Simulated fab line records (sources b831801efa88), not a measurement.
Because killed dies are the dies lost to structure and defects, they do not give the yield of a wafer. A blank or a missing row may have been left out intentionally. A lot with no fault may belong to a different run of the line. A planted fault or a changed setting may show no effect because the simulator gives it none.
Lot-split experiment + flow gf180mcu + 23 wafers read from 5 lots, route of 602 steps

## ABOUT THE SPLIT
At GF_PSD_COAT_02 (resist thk 1000 nm), the setting spinRpm was moved away from the recipe's 3000 rpm on 11 of the 23 wafers read, by -6.8% to +7.1%. For the rest of the wafers, this setting stayed at what the recipe calls for.

The split's own step is where the reading is taken.

## THE READING
NOVOLAK_of_PSD_COAT_02.thkNm (the simulator's own value, which no gauge read), in nm, at GF_PSD_COAT_02 (resist thk 1000 nm). There is no usual value for it anywhere in the file. Across the 12 wafers here that went through the recipe, the average is 999.0 nm and the standard deviation 2.7 nm.

| wafer  | tool, chamber at the split | spinRpm as run, rpm | against the recipe | NOVOLAK_of_PSD_COAT_02.thkNm, nm | against lot-mates on the recipe |
|--------|----------------------------|---------------------|--------------------|----------------------------------|---------------------------------|
| L075.2 | lithoTrack-04, 0           | 3000                | recipe             | 998.1                            | -                               |
| L075.3 | lithoTrack-04, 0           | 3000                | recipe             | 1000                             | -                               |
| L075.4 | lithoTrack-04, 0           | 3000                | recipe             | 998.8                            | -                               |
| L077.1 | lithoTrack-03, 0           | 3213                | +7.1%              | 970.6                            | -33.4                           |
| L077.2 | lithoTrack-03, 0           | 3000                | recipe             | 1004                             | -                               |
| L077.4 | lithoTrack-03, 0           | 3000                | recipe             | 1004                             | -                               |
| L077.3 | lithoTrack-03, 0           | 3213                | +7.1%              | 969.5                            | -34.5                           |
| L077.6 | lithoTrack-03, 0           | 3213                | +7.1%              | 972                              | -32.0                           |
| L080.2 | lithoTrack-03, 0           | 3000                | recipe             | 998                              | -                               |
| L080.3 | lithoTrack-03, 0           | 3000                | recipe             | 996.9                            | -                               |
| L080.4 | lithoTrack-03, 0           | 2887                | -3.8%              | 1016                             | +19.5                           |
| L080.5 | lithoTrack-03, 0           | 2887                | -3.8%              | 1017                             | +20.5                           |
| L080.6 | lithoTrack-03, 0           | 3000                | recipe             | 994.5                            | -                               |
| L081.1 | lithoTrack-04, 0           | 3193                | +6.4%              | 965.3                            | -31.5                           |
| L081.2 | lithoTrack-04, 0           | 3193                | +6.4%              | 966.8                            | -30.0                           |
| L081.3 | lithoTrack-04, 0           | 3000                | recipe             | 997.6                            | -                               |
| L081.5 | lithoTrack-04, 0           | 3193                | +6.4%              | 967.1                            | -29.7                           |
| L081.6 | lithoTrack-04, 0           | 3000                | recipe             | 996                              | -                               |
| L082.2 | lithoTrack-04, 0           | 3000                | recipe             | 1000                             | -                               |
| L082.3 | lithoTrack-04, 0           | 2796                | -6.8%              | 1034                             | +34.2                           |
| L082.4 | lithoTrack-04, 0           | 2796                | -6.8%              | 1033                             | +33.2                           |
| L082.5 | lithoTrack-04, 0           | 3000                | recipe             | 999.6                            | -                               |
| L082.6 | lithoTrack-04, 0           | 2796                | -6.8%              | 1035                             | +35.2                           |

THE FIT
A straight line over all 23 wafers: NOVOLAK_of_PSD_COAT_02.thkNm changes by -4.72 nm for each +1% of spinRpm; r = -0.99; the points scatter about the line by 3.1 nm.
The same after taking each lot's own level away (the mean of its wafers on the recipe; 23 wafers): -4.86 nm for each +1%; r = -1.00; scatter 1.1 nm.
According to that fit, moving spinRpm by its largest amount changes the reading by 35 nm.
The lots' own levels span 996.47 to 1004.00 nm, that is 2.8 times the standard deviation above.
The two slopes agree, so the slope changes little with the lot-to-lot level.
Check: for one of the wafers moved furthest among these (+7.1%), held out of the fit, the line's prediction against its lot-mates is -34 nm. It came out at -33.4 nm against them.

## ADDITIONAL SPLITS CARRIED BY THESE WAFERS
Before the reading, these wafers also passed through other splits. Each is held against what the fit with the lots' levels taken away leaves over:
| other split on the same wafers    | wafers away from the commonest value | r with NOVOLAK_of_PSD_COAT_02.thkNm (lot level and that fit taken away) |
|-----------------------------------|--------------------------------------|-------------------------------------------------------------------------|
| GF_HV_LDD_DEVELOP_45 developTimeS | 7                                    | -0.18                                                                   |
| GF_NSD_DEVELOP_06 developTimeS    | 11                                   | -0.19                                                                   |

## THE WHOLE CHAIN: every reading that the file lists as answering this split, in the file's order
| step            | what it does       | reading                                                                       | change (the file's fit)                                                             | r (the file's) |
|-----------------|--------------------|-------------------------------------------------------------------------------|-------------------------------------------------------------------------------------|----------------|
| GF_PSD_COAT_02  | resist thk 1000 nm | NOVOLAK_of_PSD_COAT_02.thkNm (the simulator's own value, which no gauge read) | -4.84 nm for each +1% of the setting                                                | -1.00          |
| GF_PSD_STRIP_10 | strips in O2/N2    | stripTimeToEndpointS                                                          | withheld for each +1% of the setting, in a fit together with doseCm2@PSD_IMPLANT_09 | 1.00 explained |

## THE FILE'S OWN FIT
NOVOLAK_of_PSD_COAT_02.thkNm changes by -4.84 nm for each +1% of spinRpm, r = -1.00.
